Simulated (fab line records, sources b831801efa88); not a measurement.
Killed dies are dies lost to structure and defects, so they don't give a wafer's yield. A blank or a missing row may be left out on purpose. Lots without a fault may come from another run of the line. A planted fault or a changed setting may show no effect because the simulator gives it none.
A struck lot beside a sound one | flow sfq_line | 14 steps out of a route of 325
Sound: wafers L753.2, L753.5, L753.6. Struck: wafers L767.1, L767.4. (L767.6 of the same lot was not struck and is left out.) The cause comes at the end.
At each step with rows: each side's tool, then ch and its chambers, then its first start. Under that, the readings that differ: sound wafers | struck wafers | difference of the means | sigmas: that difference in standard deviations of wafers without a fault.
alike: readings whose means differ by less than 2 such deviations, and words and numbers that are the same on both sides. not compared: withheld readings, readings that some wafer has no value for, bounds like >300 that may hide the same value, and numbers for which the record gives no deviation and whose values overlap.
The two part at a step that has a row with sigmas, a row that says differs or no value, or rows on one side only. Numbers that don't overlap but have no deviation are shown without sigmas and don't part them. A reading that every wafer of one side lacks parts them only if that side has two wafers or more.

first, 6 steps without rows for these wafers: SFQ_TRILAYER_M4_LITHO_COAT_098 (resist thk 62 nm); SFQ_TRILAYER_M4_LITHO_COAT_093 (resist thk 600 nm); SFQ_TRILAYER_M4_LITHO_SOFTBAKE_097; SFQ_TRILAYER_M4_LITHO_EXPOSE_094 (exposes mask M4, target cd 500 nm); SFQ_TRILAYER_M4_LITHO_PEB_096 (peb time 60 s); SFQ_TRILAYER_M4_LITHO_DEVELOP_095 (time 60 s).
SFQ_M4_OVL_MEAS_926:
  sound on overlay-01, day 41 15:14; struck on overlay-01, day 56 02:06
  alike: M4_OVL
SFQ_TRILAYER_M4_BARC_OPEN_METAL_ETCH_123: etches BARC in O2, target depth 125 nm, time 41.7 s.
  sound on rie_metal-04 ch 0,1, day 41 15:16; struck on rie_metal-02 ch 0,1, day 56 02:08
  alike: bias_w, drypump_motor_current_A, oes_product_au, rf_fwd_power_W
  not compared: rf_hours_counter_h
SFQ_TRILAYER_M4_ETCH_METAL_ETCH_096: etches Nb in Cl2/Ar, stops on SiO2, target depth 240 nm, time 120 s.
  sound on rie_metal-04 ch 0,1, day 41 15:20; struck on rie_metal-02 ch 0,1, day 56 02:12
  alike: bias_w, drypump_motor_current_A, oes_product_au, rf_fwd_power_W
  not compared: rf_hours_counter_h
SFQ_TRILAYER_M4_STRIP_STRIP_097: strips in O2.
  sound on rie_metal-04 ch 0,1, day 41 15:28; struck on rie_metal-02 ch 0,1, day 56 02:19
  alike: drypump_motor_current_A, oes_product_au
  not compared: rf_hours_counter_h
then, 1 step without rows for these wafers: SFQ_TRILAYER_M4_STRIP_SOLV_CLEAN_098 (cleans in NMP, time 600 s).
SFQ_TRILAYER_I4_DEP_PECVD_099: deposits SiO2 from SiH4/N2O, time 111.11 s, target thk 500 nm.
  sound on pecvd-02 ch 0,1, day 41 16:14; struck on pecvd-04 ch 0,1, day 56 03:06
  alike: heater_power_w, rf_fwd_power_W, throttle_valve_pct
SFQ_TRILAYER_I4_CMP_CMP_100: polishes SiO2.
  sound on cmp-01 ch 0,2,3, day 41 17:19; struck on cmp-01 ch 1,2, day 56 15:57
  reading                | sound       | struck  | difference | sigmas
  time_to_endpoint_s (s) | 218 223 225 | 119 120 | -102       | -19
  alike: motor_current_A, slurry_flow_ml_min
SFQ_I4_BOW_MEAS_927:
  sound on film_metro-02, day 41 19:20; struck on film_metro-02, day 56 17:57
  alike: I4_BOW

WHERE THEY PART
Only at SFQ_TRILAYER_I4_CMP_CMP_100, within this record. Later steps at which nothing parts them and some readings are alike: SFQ_I4_BOW_MEAS_927.

WHY: what the simulator had put in
Process parameter drift: cmp-01, from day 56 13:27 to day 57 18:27, at SFQ_TRILAYER_I4_CMP_CMP_100. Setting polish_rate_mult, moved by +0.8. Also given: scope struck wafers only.
